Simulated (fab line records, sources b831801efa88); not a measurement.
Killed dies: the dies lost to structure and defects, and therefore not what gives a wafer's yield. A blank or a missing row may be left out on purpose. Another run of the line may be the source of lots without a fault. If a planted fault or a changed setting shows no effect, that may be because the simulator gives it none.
What tool caused it? :: flow gf180mcu :: 36 wafers from 12 lots sampled at 5 of the route's 602 steps

WHAT THE GAUGES READ, wafer by wafer
The record lacks any reading of a measuring or inspecting step that a usual standard deviation could be used to judge.

WHICH TOOL RAN EACH LOT (tool, then ch and the chambers of the sampled wafers, then the start)
lot: L551
GF_M4_SPUTTER_03: pvd_sputter-02, day 22 05:01
GF_M4_SPUTTER_04: pvd_sputter-02, day 22 05:02
GF_V4_COAT_09: litho_track-04 ch 0, day 23 16:00
GF_V4_ETCH_16: rie_diel-04 ch 0,2,3, day 24 03:54
GF_V4_STRIP_18: plasma_asher-01 ch 0,1, day 24 04:02

lot: L554
GF_M4_SPUTTER_03: pvd_sputter-01, day 23 13:16
GF_M4_SPUTTER_04: pvd_sputter-01, day 23 13:17
GF_V4_COAT_09: litho_track-02 ch 0, day 24 23:00
GF_V4_ETCH_16: rie_diel-01 ch 1,2,3, day 25 11:30
GF_V4_STRIP_18: plasma_asher-04 ch 0,1, day 25 11:38

lot: L555
GF_M4_SPUTTER_03: pvd_sputter-04, day 23 19:43
GF_M4_SPUTTER_04: pvd_sputter-04, day 23 19:44
GF_V4_COAT_09: litho_track-03 ch 0, day 25 06:00
GF_V4_ETCH_16: rie_diel-01 ch 1,2,3, day 25 17:15
GF_V4_STRIP_18: plasma_asher-02 ch 0,1, day 25 17:23

lot: L556
GF_M4_SPUTTER_03: pvd_sputter-01, day 24 07:08
GF_M4_SPUTTER_04: pvd_sputter-01, day 24 07:10
GF_V4_COAT_09: litho_track-02 ch 0, day 25 17:00
GF_V4_ETCH_16: rie_diel-01 ch 0,1,3, day 26 03:39
GF_V4_STRIP_18: plasma_asher-02 ch 0,1, day 26 03:47

lot: L557
GF_M4_SPUTTER_03: pvd_sputter-01, day 24 16:55
GF_M4_SPUTTER_04: pvd_sputter-01, day 24 16:56
GF_V4_COAT_09: litho_track-02 ch 0, day 26 02:00
GF_V4_ETCH_16: rie_diel-04 ch 0,2,3, day 26 13:30
GF_V4_STRIP_18: plasma_asher-04 ch 0,1, day 26 13:38

lot: L558
GF_M4_SPUTTER_03: pvd_sputter-04, day 24 23:55
GF_M4_SPUTTER_04: pvd_sputter-04, day 24 23:56
GF_V4_COAT_09: litho_track-04 ch 0, day 26 09:00
GF_V4_ETCH_16: rie_diel-02 ch 1,2,3, day 26 19:53
GF_V4_STRIP_18: plasma_asher-01 ch 0,1, day 26 20:01

lot: L562
GF_M4_SPUTTER_03: pvd_sputter-01, day 26 09:49
GF_M4_SPUTTER_04: pvd_sputter-01, day 26 09:50
GF_V4_COAT_09: litho_track-02 ch 0, day 27 16:00
GF_V4_ETCH_16: rie_diel-02 ch 0,3, day 28 03:18
GF_V4_STRIP_18: plasma_asher-02 ch 0,1, day 28 03:25

lot: L565
GF_M4_SPUTTER_03: pvd_sputter-01, day 27 04:03
GF_M4_SPUTTER_04: pvd_sputter-01, day 27 04:04
GF_V4_COAT_09: litho_track-02 ch 0, day 28 11:00
GF_V4_ETCH_16: rie_diel-01 ch 0,1, day 28 21:24
GF_V4_STRIP_18: plasma_asher-04 ch 0,1, day 28 21:31

lot: L566
GF_M4_SPUTTER_03: pvd_sputter-04, day 27 17:01
GF_M4_SPUTTER_04: pvd_sputter-04, day 27 17:02
GF_V4_COAT_09: litho_track-04 ch 0, day 28 23:00
GF_V4_ETCH_16: rie_diel-02 ch 0,3, day 29 09:18
GF_V4_STRIP_18: plasma_asher-01 ch 0,1, day 29 09:26

lot: L571
GF_M4_SPUTTER_03: pvd_sputter-02, day 29 01:36
GF_M4_SPUTTER_04: pvd_sputter-02, day 29 01:37
GF_V4_COAT_09: litho_track-04 ch 0, day 30 07:00
GF_V4_ETCH_16: rie_diel-04 ch 0,1,3, day 30 16:48
GF_V4_STRIP_18: plasma_asher-02 ch 0,1, day 30 16:56

lot: L573
GF_M4_SPUTTER_03: pvd_sputter-04, day 29 11:12
GF_M4_SPUTTER_04: pvd_sputter-04, day 29 11:13
GF_V4_COAT_09: litho_track-03 ch 0, day 30 16:00
GF_V4_ETCH_16: rie_diel-01 ch 1,2, day 31 01:42
GF_V4_STRIP_18: plasma_asher-02 ch 0,1, day 31 01:50

lot: L574
GF_M4_SPUTTER_03: pvd_sputter-02, day 29 20:23
GF_M4_SPUTTER_04: pvd_sputter-02, day 29 20:24
GF_V4_COAT_09: litho_track-03 ch 0, day 31 01:00
GF_V4_ETCH_16: rie_diel-02 ch 1,2,3, day 31 10:06
GF_V4_STRIP_18: plasma_asher-04 ch 0, day 31 10:14
- GF_M4_SPUTTER_03: material Ti, target thk 10 nm, time 6.7 s.
- GF_M4_SPUTTER_04: material TiN, target thk 50 nm, time 41.7 s.
- GF_V4_COAT_09: resist thk 1000 nm.
- GF_V4_ETCH_16: etches BARC in N2/H2.
- GF_V4_STRIP_18: strips in O2/N2.

AS READ BY THE TOOLS THEMSELVES (means over the sampled wafers that have a number; for cases with no such wafer, the mark the record gives instead)
GF_M4_SPUTTER_03.
lot: L551
tool: pvd_sputter-02
throttle_valve_pct (%): 30.6

lot: L554
tool: pvd_sputter-01
throttle_valve_pct (%): 29.8

lot: L555
tool: pvd_sputter-04
throttle_valve_pct (%): 30.9

lot: L556
tool: pvd_sputter-01
throttle_valve_pct (%): 29.6

lot: L557
tool: pvd_sputter-01
throttle_valve_pct (%): 30.0

lot: L558
tool: pvd_sputter-04
throttle_valve_pct (%): 30.4

lot: L562
tool: pvd_sputter-01
throttle_valve_pct (%): 29.0

lot: L565
tool: pvd_sputter-01
throttle_valve_pct (%): 29.4

lot: L566
tool: pvd_sputter-04
throttle_valve_pct (%): 30.0

lot: L571
tool: pvd_sputter-02
throttle_valve_pct (%): 30.6

lot: L573
tool: pvd_sputter-04
throttle_valve_pct (%): 30.7

lot: L574
tool: pvd_sputter-02
throttle_valve_pct (%): 30.7

GF_M4_SPUTTER_04.
lot: L551
tool: pvd_sputter-02
throttle_valve_pct (%): 30.1

lot: L554
tool: pvd_sputter-01
throttle_valve_pct (%): 29.7

lot: L555
tool: pvd_sputter-04
throttle_valve_pct (%): 30.9

lot: L556
tool: pvd_sputter-01
throttle_valve_pct (%): 29.7

lot: L557
tool: pvd_sputter-01
throttle_valve_pct (%): 30.1

lot: L558
tool: pvd_sputter-04
throttle_valve_pct (%): 30.4

lot: L562
tool: pvd_sputter-01
throttle_valve_pct (%): 29.1

lot: L565
tool: pvd_sputter-01
throttle_valve_pct (%): 29.7

lot: L566
tool: pvd_sputter-04
throttle_valve_pct (%): 30.1

lot: L571
tool: pvd_sputter-02
throttle_valve_pct (%): 30.5

lot: L573
tool: pvd_sputter-04
throttle_valve_pct (%): 30.7

lot: L574
tool: pvd_sputter-02
throttle_valve_pct (%): 30.6

GF_V4_COAT_09.
lot: L551
tool: litho_track-04
chill_plate_temp_C (C): 22.99

lot: L554
tool: litho_track-02
chill_plate_temp_C (C): 22.95

lot: L555
tool: litho_track-03
chill_plate_temp_C (C): 23.04

lot: L556
tool: litho_track-02
chill_plate_temp_C (C): 23.10

lot: L557
tool: litho_track-02
chill_plate_temp_C (C): 22.83

lot: L558
tool: litho_track-04
chill_plate_temp_C (C): 22.89

lot: L562
tool: litho_track-02
chill_plate_temp_C (C): 22.90

lot: L565
tool: litho_track-02
chill_plate_temp_C (C): 23.06

lot: L566
tool: litho_track-04
chill_plate_temp_C (C): 23.08

lot: L571
tool: litho_track-04
chill_plate_temp_C (C): 23.08

lot: L573
tool: litho_track-03
chill_plate_temp_C (C): 23.05

lot: L574
tool: litho_track-03
chill_plate_temp_C (C): 23.03

GF_V4_ETCH_16.
lot: L551
tool: rie_diel-04
drypump_motor_current_A (A): 5.6
h2_flow_sccm (sccm): 199.7
oes_product_au (a.u.): 0.858
throttle_valve_pct (%): 13.225

lot: L554
tool: rie_diel-01
drypump_motor_current_A (A): 6.1
h2_flow_sccm (sccm): 199.7
oes_product_au (a.u.): 0.857
throttle_valve_pct (%): 13.220

lot: L555
tool: rie_diel-01
drypump_motor_current_A (A): 6.1
h2_flow_sccm (sccm): 199.8
oes_product_au (a.u.): 0.858
throttle_valve_pct (%): 13.228

lot: L556
tool: rie_diel-01
drypump_motor_current_A (A): 5.8
h2_flow_sccm (sccm): 199.9
oes_product_au (a.u.): 0.852
throttle_valve_pct (%): 13.223

lot: L557
tool: rie_diel-04
drypump_motor_current_A (A): 5.6
h2_flow_sccm (sccm): 200.3
oes_product_au (a.u.): 0.855
throttle_valve_pct (%): 13.220

lot: L558
tool: rie_diel-02
drypump_motor_current_A (A): 5.1
h2_flow_sccm (sccm): 199.6
oes_product_au (a.u.): 0.852
throttle_valve_pct (%): 13.222

lot: L562
tool: rie_diel-02
drypump_motor_current_A (A): 5.7
h2_flow_sccm (sccm): 199.8
oes_product_au (a.u.): 0.856
throttle_valve_pct (%): 13.230

lot: L565
tool: rie_diel-01
drypump_motor_current_A (A): 5.4
h2_flow_sccm (sccm): 200.4
oes_product_au (a.u.): 0.856
throttle_valve_pct (%): 13.217

lot: L566
tool: rie_diel-02
drypump_motor_current_A (A): 5.8
h2_flow_sccm (sccm): 199.9
oes_product_au (a.u.): 0.861
throttle_valve_pct (%): 13.225

lot: L571
tool: rie_diel-04
drypump_motor_current_A (A): 5.7
h2_flow_sccm (sccm): 199.8
oes_product_au (a.u.): 0.850
throttle_valve_pct (%): 13.224

lot: L573
tool: rie_diel-01
drypump_motor_current_A (A): 5.7
h2_flow_sccm (sccm): 200.5
oes_product_au (a.u.): 0.852
throttle_valve_pct (%): 13.221

lot: L574
tool: rie_diel-02
drypump_motor_current_A (A): 5.2
h2_flow_sccm (sccm): 200.0
oes_product_au (a.u.): 0.852
throttle_valve_pct (%): 13.224

GF_V4_STRIP_18.
lot: L551
tool: plasma_asher-01
drypump_motor_current_A (A): 5.6
heater_power_w (W): 352
oes_product_au (a.u.): 0.591

lot: L554
tool: plasma_asher-04
drypump_motor_current_A (A): 6.0
heater_power_w (W): 329
oes_product_au (a.u.): 0.591

lot: L555
tool: plasma_asher-02
drypump_motor_current_A (A): 6.0
heater_power_w (W): 301
oes_product_au (a.u.): 0.589

lot: L556
tool: plasma_asher-02
drypump_motor_current_A (A): 5.9
heater_power_w (W): 325
oes_product_au (a.u.): 0.592

lot: L557
tool: plasma_asher-04
drypump_motor_current_A (A): 5.5
heater_power_w (W): 330
oes_product_au (a.u.): 0.591

lot: L558
tool: plasma_asher-01
drypump_motor_current_A (A): 5.6
heater_power_w (W): 331
oes_product_au (a.u.): 0.589

lot: L562
tool: plasma_asher-02
drypump_motor_current_A (A): 6.0
heater_power_w (W): 304
oes_product_au (a.u.): 0.581

lot: L565
tool: plasma_asher-04
drypump_motor_current_A (A): 6.0
heater_power_w (W): 330
oes_product_au (a.u.): 0.577

lot: L566
tool: plasma_asher-01
drypump_motor_current_A (A): 5.7
heater_power_w (W): 331
oes_product_au (a.u.): 0.592

lot: L571
tool: plasma_asher-02
drypump_motor_current_A (A): 6.0
heater_power_w (W): 319
oes_product_au (a.u.): 0.588

lot: L573
tool: plasma_asher-02
drypump_motor_current_A (A): 6.0
heater_power_w (W): 304
oes_product_au (a.u.): 0.595

lot: L574
tool: plasma_asher-04
drypump_motor_current_A (A): 5.1
heater_power_w (W): 333
oes_product_au (a.u.): 0.589

THE ANSWER, worked out from the rows above alone
Rule: usual is defined by the lots themselves. The widest of any qualifying gaps counts: lots, ordered by their means at a reading, are off when they make up no more than a third of the lots, leave a main group of 4 or more, and stand apart from it by 3 or more times the standard deviation of that group's means. A main group whose means are all the same, to the digits that the tables above print for the reading, isn't used. Also off: a lot with no number at a reading for which 4 or more lots have one. The other lots that the step has rows for count as sound. After the gauges, taken in route order, come the tools' own readings; for these a lot's mean is taken, as printed above. The first step at which some lot is off is used, and at that step the reading that is off furthest; a lot without a number counts as furthest.
Off: L562, L565 (GF_V4_STRIP_18, oes_product_au). The main group: mean 0.591 a.u., standard deviation 0.002.
A tool fits if, at that step or a process step before it, it ran every lot that is off, and no sound lot after the first of them. Undecided on this evidence; 2 tools fit (pvd_sputter-01 at GF_M4_SPUTTER_03 and GF_M4_SPUTTER_04, litho_track-02 at GF_V4_COAT_09).

WHAT THE SIMULATOR HAD INSERTED
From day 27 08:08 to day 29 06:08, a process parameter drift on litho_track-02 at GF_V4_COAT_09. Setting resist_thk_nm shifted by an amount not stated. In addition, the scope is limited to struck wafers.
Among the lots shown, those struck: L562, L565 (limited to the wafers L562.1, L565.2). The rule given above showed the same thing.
